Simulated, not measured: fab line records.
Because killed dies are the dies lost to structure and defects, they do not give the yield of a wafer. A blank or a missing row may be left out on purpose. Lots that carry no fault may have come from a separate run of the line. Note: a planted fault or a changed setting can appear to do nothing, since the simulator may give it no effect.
A lot that was struck, set against a sound lot :: flow sky130 :: 18 steps out of a route of 708
Sound: wafers L751.2, L751.3, L751.5. Struck: wafers L764.1, L764.6. (L764.3 of the same lot was not struck and is left out.) The cause comes at the end.
For every step that has rows: the tool of each side, followed by ch and its chambers, followed by its first start. Under that, the readings that differ: sound wafers :: struck wafers :: difference of the means :: sigmas: that difference in standard deviations of wafers without a fault.
alike: readings with means less than 2 such deviations apart, plus words and numbers identical on both sides. not compared: withheld readings, readings lacking a value on some wafer, bounds such as >300 that could conceal the same value, and numbers that have no deviation in the record and whose values overlap.
The two part at a step that has a row with sigmas, a row that says differs or no value, or rows on one side only. Non-overlapping numbers with no deviation appear without sigmas and do not part them. Lack of a reading on every wafer of one side parts them only where that side has two or more wafers.

first, 2 steps without rows for these wafers: SKY_VT_ADJUST_LVTN_PEB_05; SKY_VT_ADJUST_LVTN_DEVELOP_06 (develop time 60 s).
SKY_VT_ADJUST_LVTN_OVL_MEAS_07:
  struck on overlay-01, day 12 14:08; sound on overlay-01, day 9 02:35
reading: VT_ADJUST_LVTN_OVL (nm)
sound: -1.5 -0.7 -1.3
struck: 0.5 3.1
difference: +3.0
sigmas: +2
next, for these wafers, 1 step has no rows: SKY_VT_ADJUST_LVTN_IMPLANT_08.
SKY_VT_ADJUST_LVTN_STRIP_09: strips in O2/N2.
  sound on plasma asher-04 ch 0, day 9 02:46; struck on plasma asher-04 ch 1, day 12 14:19
reading: strip time to endpoint s (s)
sound: 37.11 37.02 37.01
struck: 36.80 36.76
difference: -0.27
sigmas: -3
  alike: drypump motor current A, oes product au
  not compared: rf hours counter h
SKY_VT_ADJUST_LVTN_TW_MEAS_10:
  struck on film metro-02, day 12 14:25; sound on film metro-04, day 9 02:53
  alike: VT_ADJUST_LVTN_TW
then, 6 steps without rows for these wafers: SKY_VT_ADJUST_LVTN_DEHYDRATE_11 (time 60 s); SKY_VT_ADJUST_LVTN_HMDS_12 (prime time 60 s); SKY_VT_ADJUST_LVTN_COAT_13 (resist thk 1140 nm); SKY_VT_ADJUST_LVTN_SOFTBAKE_14 (time 60 s); SKY_VT_ADJUST_LVTN_EXPOSE_15 (exposes mask HVN STD DERIVED, target cd 600 nm); SKY_VT_ADJUST_LVTN_PEB_16.
SKY_VT_ADJUST_LVTN_DEVELOP_17: develop time 60 s.
  sound on litho track-04 ch 0, day 10 01:13; struck on litho track-04 ch 0, day 13 15:23
reading: developer temp C (C)
sound: 23.12 23.26 23.36
struck: 22.86 22.81
difference: -0.41
sigmas: -3
SKY_VT_ADJUST_LVTN_OVL_MEAS_18:
  struck on overlay-01, day 13 15:32; sound on overlay-02, day 10 01:20
reading: VT_ADJUST_LVTN_01_OVL (nm)
sound: -0.8 -0.4 -0.7
struck: - -
difference: no value on the struck wafers
sigmas: 
next, for these wafers, 1 step has no rows: SKY_VT_ADJUST_LVTN_IMPLANT_19.
SKY_VT_ADJUST_LVTN_STRIP_20: strips in O2/N2.
  sound on plasma asher-04 ch 1, day 10 01:31; struck on plasma asher-01 ch 0, day 13 15:43
reading: drypump motor current A (A)
sound: 6.3 6.3 6.3
struck: 5.1 5.1
difference: -1.2
sigmas: -2

reading: strip time to endpoint s (s)
sound: 14.16 14.15 14.13
struck: 14.23 14.24
difference: +0.09
sigmas: +2
  alike: oes product au
  not compared: rf hours counter h
SKY_VT_ADJUST_LVTN_TW_MEAS_21:
  struck on film metro-04, day 13 15:49; sound on film metro-04, day 10 01:38
reading: VT_ADJUST_LVTN_2_TW
sound: 190.0 189.4 189.9
struck: 30.2 30.3
difference: -159.5
sigmas: -76
then, 1 step without rows for these wafers: SKY_VT_ADJUST_NCORE_DEHYDRATE_00 (time 60 s).

WHERE THEY PART
At SKY_VT_ADJUST_LVTN_OVL_MEAS_07 first; at SKY_VT_ADJUST_LVTN_TW_MEAS_21 last (within this record only).

WHY: what had been put in by the simulator
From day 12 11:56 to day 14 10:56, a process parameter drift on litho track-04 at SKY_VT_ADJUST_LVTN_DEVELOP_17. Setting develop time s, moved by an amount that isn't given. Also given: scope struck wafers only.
